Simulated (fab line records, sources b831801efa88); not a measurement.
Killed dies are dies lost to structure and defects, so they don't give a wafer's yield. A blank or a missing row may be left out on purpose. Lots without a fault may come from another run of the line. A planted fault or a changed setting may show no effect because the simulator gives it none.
Which tool did it? | flow gf180mcu | 13 lots, 39 wafers sampled, at 4 steps of a route of 602

WHAT THE GAUGES READ, wafer by wafer
GF_V1_THK_MEAS_25: measures by xrf.
lot  | measured     | on            | V1_W_THK (nm)
L966 | day 18 22:14 | film_metro-01 | 334 341 338
L972 | day 21 06:12 | film_metro-02 | 346 349 352
L973 | day 21 15:32 | film_metro-03 | 336 338 337
L976 | day 22 15:31 | film_metro-03 | 337 345 342
L977 | day 23 02:31 | film_metro-03 | 338 341 349
L978 | day 23 11:37 | film_metro-01 | 339 345 343
L979 | day 24 01:17 | film_metro-03 | 340 341 338
L980 | day 24 12:01 | film_metro-02 | 342 338 340
L982 | day 24 22:34 | film_metro-01 | 345 343 346
L983 | day 24 23:53 | film_metro-02 | 343 348 349
L984 | day 25 09:52 | film_metro-02 | 343 346 346
L986 | day 26 02:32 | film_metro-02 | 339 339 344
L987 | day 26 05:58 | film_metro-03 | 331 330 332

GF_M2_THK_MEAS_06: measures by xrf.
lot  | measured     | on            | M2_ALCU_THK (nm)
L966 | day 18 22:56 | film_metro-03 | 447 443 444
L972 | day 21 06:54 | film_metro-03 | 439 440 441
L973 | day 21 16:14 | film_metro-03 | 448 450 445
L976 | day 22 16:13 | film_metro-04 | 452 453 450
L977 | day 23 03:13 | film_metro-02 | 450 455 450
L978 | day 23 12:19 | film_metro-02 | 443 443 446
L979 | day 24 01:59 | film_metro-03 | 450 442 439
L980 | day 24 12:43 | film_metro-03 | 440 447 447
L982 | day 24 23:16 | film_metro-02 | 457 457 454
L983 | day 25 00:35 | film_metro-03 | 452 452 451
L984 | day 25 10:34 | film_metro-03 | 443 452 448
L986 | day 26 03:14 | film_metro-04 | 454 456 448
L987 | day 26 06:40 | film_metro-04 | 445 443 441

WHICH TOOL RAN EACH LOT (tool, then ch and the chambers of the sampled wafers, then the start)
lot  | GF_V1_CMP_26                  | GF_M2_SPUTTER_00
L966 | cmp-02 ch 0,1,3, day 18 22:22 | pvd_sputter-03, day 18 22:34
L972 | cmp-02 ch 0,2,3, day 21 06:22 | pvd_sputter-04, day 21 06:34
L973 | cmp-02 ch 0,1, day 21 15:35   | pvd_sputter-04, day 21 15:53
L976 | cmp-02 ch 0,2,3, day 22 15:43 | pvd_sputter-01, day 22 15:52
L977 | cmp-01 ch 0,3, day 23 02:37   | pvd_sputter-01, day 23 02:52
L978 | cmp-01 ch 0,1, day 23 11:40   | pvd_sputter-01, day 23 11:58
L979 | cmp-02 ch 0,2, day 24 01:23   | pvd_sputter-04, day 24 01:38
L980 | cmp-01 ch 0,1, day 24 12:04   | pvd_sputter-04, day 24 12:22
L982 | cmp-01 ch 1,2, day 24 22:41   | pvd_sputter-04, day 24 22:56
L983 | cmp-01 ch 0,2, day 24 23:59   | pvd_sputter-01, day 25 00:14
L984 | cmp-02 ch 0,2,3, day 25 09:58 | pvd_sputter-04, day 25 10:13
L986 | cmp-02 ch 0,2, day 26 02:35   | pvd_sputter-03, day 26 02:53
L987 | cmp-02 ch 1,2, day 26 06:01   | pvd_sputter-03, day 26 06:19
- GF_V1_CMP_26: polishes, stops on SiO2, t overpolish 15 s, target thk 0 nm.
- GF_M2_SPUTTER_00: material Ti, target thk 37.5 nm, time 150 s.

WHAT THE TOOLS THEMSELVES READ (means of the sampled wafers that have a number; where no wafer has one, the mark that the record gives instead)
GF_V1_CMP_26.
lot  | tool   | head_pressure_psi (psi) | motor_current_A (A) | overpolish_run_s (s) | time_to_endpoint_s (s)
L966 | cmp-02 | 3.496                   | 10.2                | 14.998               | 84
L972 | cmp-02 | 3.502                   | 10.7                | 15.005               | 88
L973 | cmp-02 | 3.495                   | 10.6                | 14.995               | 86
L976 | cmp-02 | 3.493                   | 10.7                | 15.002               | 87
L977 | cmp-01 | 3.501                   | 11.9                | 15.003               | 88
L978 | cmp-01 | 3.502                   | 11.5                | 14.999               | 87
L979 | cmp-02 | 3.510                   | 10.8                | 15.005               | 86
L980 | cmp-01 | 3.501                   | 11.5                | 15.004               | 84
L982 | cmp-01 | 3.505                   | 11.7                | 14.996               | 87
L983 | cmp-01 | 3.500                   | 11.3                | 15.006               | 88
L984 | cmp-02 | 3.501                   | 11.0                | 14.998               | 86
L986 | cmp-02 | 3.502                   | 11.1                | 14.999               | 82
L987 | cmp-02 | 3.503                   | 10.0                | 15.006               | 79

GF_M2_SPUTTER_00.
lot  | tool           | cathode_dc_power_W (W) | throttle_valve_pct (%)
L966 | pvd_sputter-03 | 4000.3                 | 30.4
L972 | pvd_sputter-04 | 3358.8                 | 30.6
L973 | pvd_sputter-04 | 3358.4                 | 30.5
L976 | pvd_sputter-01 | 4000.8                 | 30.5
L977 | pvd_sputter-01 | 3999.7                 | 30.5
L978 | pvd_sputter-01 | 4000.3                 | 30.2
L979 | pvd_sputter-04 | 3999.3                 | 30.3
L980 | pvd_sputter-04 | 4000.0                 | 29.6
L982 | pvd_sputter-04 | 3999.2                 | 30.2
L983 | pvd_sputter-01 | 4000.4                 | 30.5
L984 | pvd_sputter-04 | 4000.6                 | 30.4
L986 | pvd_sputter-03 | 3999.9                 | 30.5
L987 | pvd_sputter-03 | 4000.2                 | 29.5

THE ANSWER, worked out from the rows above alone
Rule: what is usual is taken from the lots themselves. Put in order of their means at a reading, lots are off if they are a third of the lots or fewer, leave a main group of 4 or more, and stand apart from it by a gap of 3 or more times the standard deviation of the main group's means; of several such gaps the widest counts. A main group whose means are all the same, to the digits that the tables above print for the reading, isn't used. A lot without any number at a reading at which 4 lots or more have one is off too. The other lots that the step has rows for count as sound. The gauges are gone through in route order, then the tools' own readings, and for those a lot's mean is taken as printed above. The first step at which some lot is off is used, and at that step the reading that is off furthest; a lot without a number counts as furthest.
Off: L972, L973, at GF_M2_SPUTTER_00 (cathode_dc_power_W). The main group: mean 4000.1 W, standard deviation 0.48.
A tool fits if, at that step or a process step before it, it ran every lot that is off, and no sound lot after the first of them. None of those tried fits.

WHAT THE SIMULATOR HAD PUT IN
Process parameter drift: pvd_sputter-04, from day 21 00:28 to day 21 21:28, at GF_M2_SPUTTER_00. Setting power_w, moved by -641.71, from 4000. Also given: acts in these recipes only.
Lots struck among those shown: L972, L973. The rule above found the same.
